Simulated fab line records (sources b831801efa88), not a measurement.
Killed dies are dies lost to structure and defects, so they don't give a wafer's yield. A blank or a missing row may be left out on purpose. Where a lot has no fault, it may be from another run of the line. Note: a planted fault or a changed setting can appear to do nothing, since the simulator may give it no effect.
Comparing a struck lot with a sound one ; flow gf180mcu ; 14 out of 602 route steps
Sound: these wafers, L328.1, L328.2, L328.4. The struck wafers were L336.1, L336.3, L336.4. The cause is named last.
Per side, at each step with rows, come the tool, then ch with its chambers, and then its first start. Under that, the readings that differ: sound wafers ; struck wafers ; difference of the means ; sigmas: that difference in standard deviations of wafers without a fault.
alike: words and numbers the same on both sides, and readings whose means are apart by under 2 such deviations; not compared: readings that were withheld, readings missing a value for some wafer, numbers with overlapping values and no deviation given by the record, and bounds like >300 which may hide the same value.
A row with sigmas, a row that says differs or no value, or rows on one side alone: a step with any of these is where the two part. Non-overlapping numbers with no deviation appear without sigmas and do not part them. A reading missing from all wafers of one side parts the sides only when that side holds two or more wafers.

GF_V4_STRIP_18: strips in O2/N2.
  sound on plasma-asher-01 ch 0,1, day 24 22:10; struck on plasma-asher-04 ch 0,1, day 27 15:57
  alike: drypump-motor-current-A, heater-power-w, oes-product-au
  not compared: rf-hours-counter-h
then, 2 steps without rows for these wafers: GF_V4_STRIP_19 (strips in post etch residue remover, time 1200 s); GF_V4_CLEAN_20 (cleans in DIW).
GF_V4_SPUTTER_21: material Ti, target thk 15 nm, time 80.02 s.
  sound on pvd-sputter-04, day 24 22:42; struck on pvd-sputter-03, day 27 16:29
  alike: cathode-dc-power-W, chamber-pressure-pa, throttle-valve-pct
GF_V4_SPUTTER_22: material TiN, target thk 10 nm, time 40 s.
  sound on pvd-sputter-04, day 24 22:46; struck on pvd-sputter-03, day 27 16:33
  alike: cathode-dc-power-W, chamber-pressure-pa, throttle-valve-pct
then, 1 step without rows for these wafers: GF_V4_CVD_23 (deposits W, target thk 350 nm, time 104.9 s).
GF_V4_RS_MEAS_24: a four-point-probe measurement.
  sound on film-metro-01, day 24 22:55; struck on film-metro-01, day 27 16:42
  alike: V4_W_RS
GF_V4_THK_MEAS_25: measures by xrf.
  sound on film-metro-01, day 24 23:02; struck on film-metro-01, day 27 16:49
  alike: V4_W_THK
GF_V4_CMP_26: polishes, stops on SiO2, t overpolish 15 s, target thk 0 nm.
  sound on cmp-02 ch 0,2,3, day 24 23:11; struck on cmp-01 ch 0,1,2, day 27 16:56
  alike: motor-current-A, overpolish-run-s, time-to-endpoint-s
then, 1 step without rows for these wafers: GF_MIM_SPUTTER_00 (material Ti, target thk 37.5 nm, time 150 s).
GF_MIM_SPUTTER_01: material TiN, target thk 30 nm, time 25 s.
  sound on pvd-sputter-04, day 24 23:35; struck on pvd-sputter-01, day 27 17:17
  alike: cathode-dc-power-W, chamber-pressure-pa, throttle-valve-pct
then, 1 step without rows for these wafers: GF_MIM_SPUTTER_02 (material AlCu, target thk 450 nm, time 23.9 s).
GF_MIM_SPUTTER_03: material Ti, target thk 10 nm, time 6.7 s.
  sound on pvd-sputter-04, day 24 23:38; struck on pvd-sputter-01, day 27 17:20
  no value came back on the struck wafers for cathode-dc-power-W (W), chamber-pressure-pa (Pa), throttle-valve-pct (%); on the sound wafers cathode-dc-power-W (W) reads 3000.8 2999.4 2999.2
then, 1 step without rows for these wafers: GF_MIM_SPUTTER_04 (material TiN, target thk 50 nm, time 41.7 s).

== WHERE THEY PART ==
Only at GF_MIM_SPUTTER_03, within this record.

WHY: whatever the simulator had introduced
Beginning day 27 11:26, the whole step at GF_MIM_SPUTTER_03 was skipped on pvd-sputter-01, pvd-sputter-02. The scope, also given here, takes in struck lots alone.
